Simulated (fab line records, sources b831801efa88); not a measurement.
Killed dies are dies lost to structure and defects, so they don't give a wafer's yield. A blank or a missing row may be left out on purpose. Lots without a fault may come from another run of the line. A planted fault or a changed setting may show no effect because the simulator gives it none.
Chamber matching | flow sfq_line | SFQ_TRILAYER_I1_CMP_CMP_046 on cmp-02: 4 sister chambers
The step polishes SiO2. 4 wafers are shown with their chamber, then 9 later ones without.

WAFERS WITH THEIR CHAMBER
wafer  | chamber | motor_current_A (A)
L797.1 | 2       | 11.5
L797.2 | 3       | 9.2
L802.5 | 0       | 10.3
L802.6 | 1       | 9.8

WAFERS WITHOUT THEIR CHAMBER
wafer  | motor_current_A (A)
L804.2 | 8.5
L804.3 | 10.0
L804.6 | 11.5
L805.1 | 12.0
L805.2 | 8.8
L805.6 | 10.8
L806.1 | 10.7
L806.2 | 10.0
L806.4 | 11.8

WHICH CHAMBER EACH WENT THROUGH
wafer  | from the rows above          | in truth
L804.2 | can't be placed: 3 or 1      | 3
L804.3 | can't be placed: 1 or 0 or 3 | 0
L804.6 | 2                            | 2
L805.1 | 2                            | 2
L805.2 | can't be placed: 3 or 1      | 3
L805.6 | can't be placed: 0 or 2 or 1 | 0
L806.1 | can't be placed: 0 or 2 or 1 | 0
L806.2 | can't be placed: 1 or 0 or 3 | 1
L806.4 | 2                            | 2
Placed correctly: 3 of 9. Can't be placed from these rows: 6 (the true chamber is among the candidates in 6). Placed wrongly: 0.
How it was worked out, from the rows above alone: a wafer's distance from a chamber is the root of the sum, over the readings, of the square of ((its reading less the chamber's mean) divided by the reading's scatter). The wafer belongs to the nearest chamber; if the next one is less than 2 further off, it can't be placed. A chamber's mean is the mean of its shown wafers. The scatter: with one shown wafer a chamber, the root of the mean of the squares of how far each hidden wafer lies from its nearest shown one.
